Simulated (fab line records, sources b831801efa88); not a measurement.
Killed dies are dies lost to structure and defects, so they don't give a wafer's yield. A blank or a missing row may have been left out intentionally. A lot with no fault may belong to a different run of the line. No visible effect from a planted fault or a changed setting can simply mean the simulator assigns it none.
fab line records	flow gf180mcu
record: lots: 12	wafers: 36	last_day: 33
route steps=602 shown DNWELL@40 HV_LDD@230 PSD@261 M1@320
lots with no fault: from the same line, run without faults
start_h: the number of hours between the record's first day and the start of the first shown wafer of the lot	wait_h: hours since the lot's step before	" as in the row above	L1.1+2: one row covering several wafers at once	- no value, or no start given	* or withheld: withheld	< > ~ a bound
route shown NAME@n: a module of which the file shows steps, and the number in the route of the first	usual: mean/standard deviation taken from wafers without a fault	same: alike in all rows	chamber/n: place in a boat	sites: each site's reading	_std_site: their standard deviation	_edge_site: inner sites' mean taken away from outer sites' mean	radius_mm: for every site, how far away it sits from the centre of the wafer	mask NAME#n: copy n	behind: the tool/chamber that last shaped the wafer	hold: why the lot was held/for how many hours/how that ended	device: the transistor (n, p or np) that didn't switch	end of line: tests run on the same wafers once the route is complete	for a step that has no rows: nothing shown but its recipe	killed: at the first sort, the dies lost to defects and structure; wafer yield is something else	map: per-die view of a wafer (x killed, . not killed, _ where there is no die)
set.NAME: the setting that was run; set.NAME@STEP: the one run at that earlier step	model.NAME: the simulator's own value behind a step, which no gauge read
route steps across a sampled set of lots; one table per step, one row per wafer
services: the hour from which a tool's chamber was out of use, counted from the record's first day as start_h (under 0 if before that day), plus the number of hours and why
== steps ==
step: GF_DNWELL_STRIP_08
recipe: chemistry: O2/N2	power_w: 1400	pressure_mtorr: 1500	platen_temp_c: 250	o2_flow_sccm: 3000	n2_flow_sccm: 300	overash_fraction: 0.5
usual: drypump_motor_current_A: 5.4/0.31	heater_power_w: 359/56	oes_product_au: 0.722/0.0045	strip_time_to_endpoint_s: 37.00/0.1
lot.wafer	tool	chamber	start_h	wait_h	drypump_motor_current_A	heater_power_w	oes_product_au	rf_hours_counter_h	strip_time_to_endpoint_s
L287.1	plasma_asher-03	0	41.77	0.1	5.0	339	0.725	36	37.20
L287.3	"	0	"	"	5.0	324	0.730	-	37.06
L287.4	"	1	"	"	5.0	376	0.720	-	37.17
L288.3	plasma_asher-03	1	50.15	0.1	4.9	378	0.720	-	36.80
L288.4	"	0	"	"	5.0	332	0.723	-	36.72
L288.6	"	0	"	"	5.0	337	0.721	-	36.91
L289.2	plasma_asher-01	0	54.48	0.1	5.7	439	0.724	28	36.91
L289.3	"	1	"	"	5.7	269	0.719	-	36.89
L289.5	"	0	"	"	5.7	433	0.721	-	37.01
L290.2	plasma_asher-03	1	58.18	0.1	4.9	382	0.720	38	37.21
L290.4	"	1	"	"	4.9	378	0.722	-	37.11
L290.5	"	0	"	"	5.0	338	0.715	-	37.11
L291.2	plasma_asher-01	1	63.55	0.1	5.7	277	0.727	29	37.05
L291.3	"	0	"	"	5.7	441	0.729	-	37.09
L291.4	"	1	"	"	5.7	278	0.719	-	37.15
L293.2	plasma_asher-01	1	75.38	0.1	5.7	281	0.727	30	37.00
L293.3	"	0	"	"	5.7	446	0.731	-	36.97
L293.4	"	1	"	"	5.7	276	0.724	-	36.91
L294.1	plasma_asher-03	1	79.68	0.1	4.9	372	0.731	40	36.88
L294.4	"	0	"	"	5.0	332	0.725	-	36.87
L294.5	"	0	"	"	5.0	328	0.717	-	36.88
L296.2	plasma_asher-03	0	91.55	0.1	5.0	330	0.719	41	37.12
L296.3	"	1	"	"	4.9	375	0.725	-	37.15
L296.4	"	0	"	"	5.0	333	0.719	-	37.11
L297.1	plasma_asher-01	0	95.52	0.1	5.7	447	0.727	32	36.94
L297.2	"	1	"	"	5.7	269	0.725	32	36.96
L297.4	"	1	"	"	5.7	282	0.725	-	36.94
L299.1	plasma_asher-02	1	107.68	0.1	5.5	335	0.734	45	37.04
L299.2	"	0	"	"	5.5	385	0.727	45	36.88
L299.4	"	1	"	"	5.5	324	0.725	-	36.96
L301.4	plasma_asher-03	0	115.50	0.1	5.0	334	0.726	-	37.17
L301.5	"	0	"	"	5.0	331	0.726	-	37.09
L301.6	"	1	"	"	4.9	380	0.727	-	37.00
L304.2	plasma_asher-01	1	133.07	0.1	5.7	281	0.733	36	37.01
L304.5	"	1	"	"	5.7	274	0.723	-	36.96
L304.6	"	0	"	"	5.7	442	0.728	-	37.07
step: GF_HV_LDD_CVD_54
recipe: material: SiO2	target_thk_nm: 10	precursor: TEOS	temp_c: 680	time_s: 75	pressure_mtorr: 400
usual: pressure_mtorr: 400.0/0.87	spike_tc_lower_C: 679.6/1.1
lot.wafer	tool	chamber	start_h	wait_h	pressure_mtorr	spike_tc_lower_C
L287.1	lpcvd-01	0	269.27	0.1	400.2	677.8
L287.3	"	0	"	"	400.3	680.0
L287.4	"	0	"	"	400.1	677.4
L288.3	lpcvd-02	1	286.02	0.1	398.4	681.6
L288.4	"	1	"	"	399.5	680.9
L288.6	"	1	"	"	399.7	679.9
L289.2	lpcvd-01	0	291.37	0.1	399.9	679.1
L289.3	"	0	"	"	399.7	678.2
L289.5	"	0	"	"	401.3	681.0
L290.2	lpcvd-01	0	300.27	0.1	398.8	677.5
L290.4	"	0	"	"	398.9	680.3
L290.5	"	0	"	"	398.8	680.0
L291.2	lpcvd-01	0	309.08	0.1	399.5	678.1
L291.3	"	0	"	"	399.6	677.4
L291.4	"	0	"	"	399.6	681.0
L293.2	lpcvd-02	0	319.65	0.1	399.0	679.9
L293.3	"	0	"	"	399.8	678.1
L293.4	"	0	"	"	398.0	682.1
L294.1	lpcvd-02	1	331.50	0.1	400.8	678.6
L294.4	"	1	"	"	400.3	680.3
L294.5	"	1	"	"	399.8	681.2
L296.2	lpcvd-01	1	343.18	0.1	400.0	680.8
L296.3	"	1	"	"	399.7	678.2
L296.4	"	1	"	"	399.5	679.1
L297.1	lpcvd-01	0	352.67	0.1	399.3	679.0
L297.2	"	0	"	"	399.1	679.0
L297.4	"	0	"	"	399.6	678.6
L299.1	lpcvd-02	0	369.28	0.1	398.8	679.3
L299.2	"	0	"	"	399.4	680.6
L299.4	"	0	"	"	399.8	678.9
L301.4	lpcvd-02	0	386.00	0.0	400.3	678.4
L301.5	"	0	"	"	401.1	679.9
L301.6	"	0	"	"	400.5	679.1
L304.2	lpcvd-01	0	412.08	0.1	399.7	679.0
L304.5	"	0	"	"	400.3	681.2
L304.6	"	0	"	"	400.2	678.5
step: GF_HV_LDD_THK_MEAS_55
recipe: reads: SiO2_of_HV_LDD_CVD_54
usual: HV_LDD_CVD_54_THK: 9.99/0.11
lot.wafer	tool	chamber	start_h	wait_h	hold	HV_LDD_CVD_54_THK[nm]
L287.1	film_metro-03	-	270.80	0.0	-	10.04
L287.3	"	-	"	"	-	10.05
L287.4	"	-	"	"	-	10.16
L288.3	film_metro-02	-	287.06	0.0	-	9.96
L288.4	"	-	"	"	-	9.96
L288.6	"	-	"	"	-	9.91
L289.2	film_metro-03	-	292.40	0.0	-	9.73
L289.3	"	-	"	"	-	9.96
L289.5	"	-	"	"	-	9.81
L290.2	film_metro-03	-	301.30	0.0	-	10.01
L290.4	"	-	"	"	-	9.96
L290.5	"	-	"	"	-	10.08
L291.2	film_metro-02	-	310.11	0.0	-	9.98
L291.3	"	-	"	"	-	10.13
L291.4	"	-	"	"	-	9.86
L293.2	film_metro-01	-	320.68	0.0	-	9.91
L293.3	"	-	"	"	-	9.97
L293.4	"	-	"	"	-	9.92
L294.1	film_metro-03	-	332.52	0.0	-	10.18
L294.4	"	-	"	"	-	10.04
L294.5	"	-	"	"	-	10.15
L296.2	film_metro-03	-	344.21	0.0	-	10.04
L296.3	"	-	"	"	-	9.92
L296.4	"	-	"	"	-	10.09
L297.1	film_metro-02	-	353.69	0.0	-	10.14
L297.2	"	-	"	"	-	10.18
L297.4	"	-	"	"	-	10.17
L299.1	film_metro-03	-	370.30	0.0	-	10.16
L299.2	"	-	"	"	-	10.03
L299.4	"	-	"	"	-	10.07
L301.4	film_metro-03	-	387.05	0.0	await_dispo/0.2h/release	6.34
L301.5	"	-	"	"	await_dispo/0.2h/release	6.39
L301.6	"	-	"	"	await_dispo/0.2h/release	6.39
L301.4	film_metro-03	-	387.38	0.3	-	6.38
L301.5	"	-	"	"	-	6.42
L301.6	"	-	"	"	-	6.38
L304.2	film_metro-01	-	413.12	0.0	-	9.89
L304.5	"	-	"	"	-	9.95
L304.6	"	-	"	"	-	9.83
step: GF_PSD_RTA_13
recipe: temp_c: 1025	time_s: 20	ambient: N2
usual: lamp_power_pct: 39.2/2.8	wafer_temp_C_max: 1029.8/2.1
same: time_s: 20
lot.wafer	tool	chamber	start_h	wait_h	lamp_power_pct	wafer_temp_C_max
L287.1	rtp_anneal-02	0	313.91	0.0	36.1	1027.6
L287.3	"	0	"	"	36.2	1028.1
L287.4	"	0	"	"	36.2	1026.3
L289.2	rtp_anneal-01	0	336.37	0.0	41.8	1032.0
L289.3	"	0	"	"	41.7	1031.8
L289.5	"	0	"	"	41.8	1031.6
L288.3	rtp_anneal-02	0	337.45	0.0	36.2	1027.2
L288.4	"	0	"	"	36.2	1027.9
L288.6	"	0	"	"	36.2	1026.6
L290.2	rtp_anneal-02	0	345.37	0.0	36.2	1027.3
L290.4	"	0	"	"	36.2	1027.8
L290.5	"	0	"	"	36.2	1027.7
L291.2	rtp_anneal-02	0	355.03	0.0	36.2	1027.0
L291.3	"	0	"	"	36.2	1027.2
L291.4	"	0	"	"	36.2	1027.6
L293.2	rtp_anneal-02	0	364.64	0.0	36.2	1027.9
L293.3	"	0	"	"	36.2	1027.7
L293.4	"	0	"	"	36.2	1028.0
L294.1	rtp_anneal-01	0	378.99	0.0	41.8	1031.9
L294.4	"	0	"	"	41.8	1031.1
L294.5	"	0	"	"	41.8	1031.5
L296.2	rtp_anneal-02	0	391.79	0.0	36.2	1028.1
L296.3	"	0	"	"	36.2	1028.9
L296.4	"	0	"	"	36.2	1028.2
L297.1	rtp_anneal-02	0	400.56	0.0	36.1	1027.0
L297.2	"	0	"	"	36.2	1027.6
L297.4	"	0	"	"	36.2	1028.8
L299.1	rtp_anneal-02	0	419.62	0.0	36.2	1028.4
L299.2	"	0	"	"	36.2	1026.9
L299.4	"	0	"	"	36.2	1027.7
L301.4	rtp_anneal-02	0	435.75	0.0	36.2	1027.5
L301.5	"	0	"	"	36.2	1028.8
L301.6	"	0	"	"	36.2	1028.9
L304.2	rtp_anneal-01	0	463.09	0.0	41.8	1032.9
L304.5	"	0	"	"	41.8	1029.8
L304.6	"	0	"	"	41.7	1031.1
step: GF_M1_RS_MEAS_05
recipe: thk_meas_gauge: four-point-probe	reads: TiN_of_M1_SPUTTER_04+Ti_of_M1_SPUTTER_03+AlCu_of_M1_SPUTTER_02+TiN_of_M1_SPUTTER_01+Ti_of_M1_SPUTTER_00
usual: M1_ALCU_RS: 0.0692/0.00076
lot.wafer	tool	chamber	start_h	wait_h	M1_ALCU_RS[ohm/sq]
L287.1	film_metro-04	-	359.48	0.0	0.0681
L287.3	"	-	"	"	0.0684
L287.4	"	-	"	"	0.0683
L289.2	film_metro-04	-	383.97	0.0	0.0688
L289.3	"	-	"	"	0.0688
L289.5	"	-	"	"	0.0694
L288.3	film_metro-04	-	385.27	0.1	0.0697
L288.4	"	-	"	"	0.0698
L288.6	"	-	"	"	0.0701
L290.2	film_metro-03	-	393.71	0.0	0.0693
L290.4	"	-	"	"	0.0702
L290.5	"	-	"	"	0.0694
L291.2	film_metro-01	-	403.32	0.0	0.0691
L291.3	"	-	"	"	0.0686
L291.4	"	-	"	"	0.0679
L293.2	film_metro-04	-	413.76	0.0	0.0690
L293.3	"	-	"	"	0.0701
L293.4	"	-	"	"	0.0698
L294.1	film_metro-04	-	429.66	0.0	0.0680
L294.4	"	-	"	"	0.0689
L294.5	"	-	"	"	0.0685
L296.2	film_metro-01	-	443.51	0.0	0.0689
L296.3	"	-	"	"	0.0690
L296.4	"	-	"	"	0.0685
L297.1	film_metro-03	-	451.21	0.0	0.0695
L297.2	"	-	"	"	0.0693
L297.4	"	-	"	"	0.0698
L299.1	film_metro-04	-	470.69	0.0	0.0700
L299.2	"	-	"	"	0.0701
L299.4	"	-	"	"	0.0698
L301.4	film_metro-03	-	487.46	0.1	0.0695
L301.5	"	-	"	"	0.0691
L301.6	"	-	"	"	0.0688
L304.2	film_metro-03	-	514.11	0.0	0.0707
L304.5	"	-	"	"	0.0703
L304.6	"	-	"	"	0.0701
== services ==
tool	chamber	start_h	hours	kind
plasma_asher-02	-	61.90	1.3	repair
plasma_asher-01	-	79.35	2.9	repair
plasma_asher-02	-	108.75	9.0	pm
plasma_asher-02	0	108.75	9.0	vent_cycle
plasma_asher-02	-	118.11	1.0	repair
plasma_asher-02	-	127.68	4.3	pm
plasma_asher-02	-	186.24	2.8	repair
plasma_asher-02	-	193.88	1.9	repair
plasma_asher-01	-	204.84	0.4	repair
plasma_asher-02	-	205.76	2.7	repair
plasma_asher-02	-	374.45	14.6	pm
lpcvd-01	-	386.32	0.8	pm
plasma_asher-02	-	404.87	4.0	pm
plasma_asher-03	-	410.89	0.7	repair
plasma_asher-02	-	413.05	6.8	repair
plasma_asher-03	-	421.25	9.0	pm
plasma_asher-03	0	421.25	9.0	vent_cycle
plasma_asher-03	1	421.25	9.0	vent_cycle
plasma_asher-03	-	422.05	0.9	repair
lpcvd-01	-	428.89	57.3	repair
plasma_asher-03	0	430.25	-	clean
plasma_asher-03	1	430.25	-	clean
plasma_asher-01	-	438.07	4.9	repair
lpcvd-01	-	441.13	99.5	repair
== key ==
first_sign: step: GF_HV_LDD_THK_MEAS_55	reading: visit	direction: added
effect: step: GF_HV_LDD_THK_MEAS_55	reading: HV_LDD_CVD_54_THK	direction: down	sigmas: 33	usual: 9.99	struck: 6.37
met_at GF_HV_LDD_CVD_54
struck_lots L301
struck_wafers L301.4,L301.5,L301.6
tester_left_out L301
not_acting_at GF_DNWELL_STRIP_08,GF_PSD_RTA_13,GF_M1_RS_MEAS_05
onset_between 369.28 386.00
fault: kind: process_parameter_drift	tool: lpcvd-02	chamber: 0	onset_h: 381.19	steps: GF_HV_LDD_CVD_54	channel: target_thk_nm	offset: -3.5957	shape: step	end_h: 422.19	acts_in: these_recipes_only	stated: 10
tester_left_out: of these lots the tester's yield and bins aren't shown, on N5 and GAA mostly nor the transistor test; their killed dies are dies lost to structure and defects alone, not to doping, threshold or leakage, so they don't give the yield
